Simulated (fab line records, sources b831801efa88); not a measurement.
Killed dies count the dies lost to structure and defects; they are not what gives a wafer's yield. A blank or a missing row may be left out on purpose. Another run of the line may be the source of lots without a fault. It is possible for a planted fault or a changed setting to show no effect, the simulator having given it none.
Matching of chambers / flow sfq line / 3 sister chambers for SFQ_TRILAYER_C5_ETCH_VIA_ETCH_154 on rie diel-02
The step etches SiO2 in CHF3, stops on Nb, target depth 84 nm. 6 wafers are shown with their chamber, then 7 later ones without.

== WAFERS, EACH WITH ITS CHAMBER ==
wafer=L855.3; chamber=3; oes product au (a.u.)=0.898
wafer=L855.5; chamber=0; oes product au (a.u.)=0.905
wafer=L859.1; chamber=0; oes product au (a.u.)=0.898
wafer=L859.3; chamber=2; oes product au (a.u.)=0.894
wafer=L859.4; chamber=3; oes product au (a.u.)=0.903
wafer=L863.1; chamber=2; oes product au (a.u.)=0.927

== WAFERS WITHOUT THEIR CHAMBER ==
wafer=L863.5; oes product au (a.u.)=0.899
wafer=L863.6; oes product au (a.u.)=0.902
wafer=L870.1; oes product au (a.u.)=0.890
wafer=L870.5; oes product au (a.u.)=0.895
wafer=L872.2; oes product au (a.u.)=0.898
wafer=L872.4; oes product au (a.u.)=0.903
wafer=L872.6; oes product au (a.u.)=0.898

== CHAMBER TAKEN BY EACH ==
wafer=L863.5; from the rows above=can't be placed: 3 or 0 or 2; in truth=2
wafer=L863.6; from the rows above=can't be placed: 0 or 3 or 2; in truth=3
wafer=L870.1; from the rows above=can't be placed: 3 or 0 or 2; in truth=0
wafer=L870.5; from the rows above=can't be placed: 3 or 0 or 2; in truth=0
wafer=L872.2; from the rows above=can't be placed: 3 or 0 or 2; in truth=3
wafer=L872.4; from the rows above=can't be placed: 0 or 3 or 2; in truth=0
wafer=L872.6; from the rows above=can't be placed: 3 or 0 or 2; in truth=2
0 of 7 placed correctly. Can't be placed from these rows: 7 (the true chamber is among the candidates in 7). Wrongly placed: 0.
How it was worked out, from the rows above alone: a wafer's distance from a chamber is the root of the sum, over the readings, of the square of ((its reading less the chamber's mean) divided by the reading's scatter). The wafer belongs to the nearest chamber; if the next one is less than 2 further off, it can't be placed. The mean given for a chamber averages the wafers shown for that chamber. The scatter is the square root of a quotient: the sum, over the shown wafers, of each reading's squared deviation from its chamber's mean, divided by wafers minus chambers.
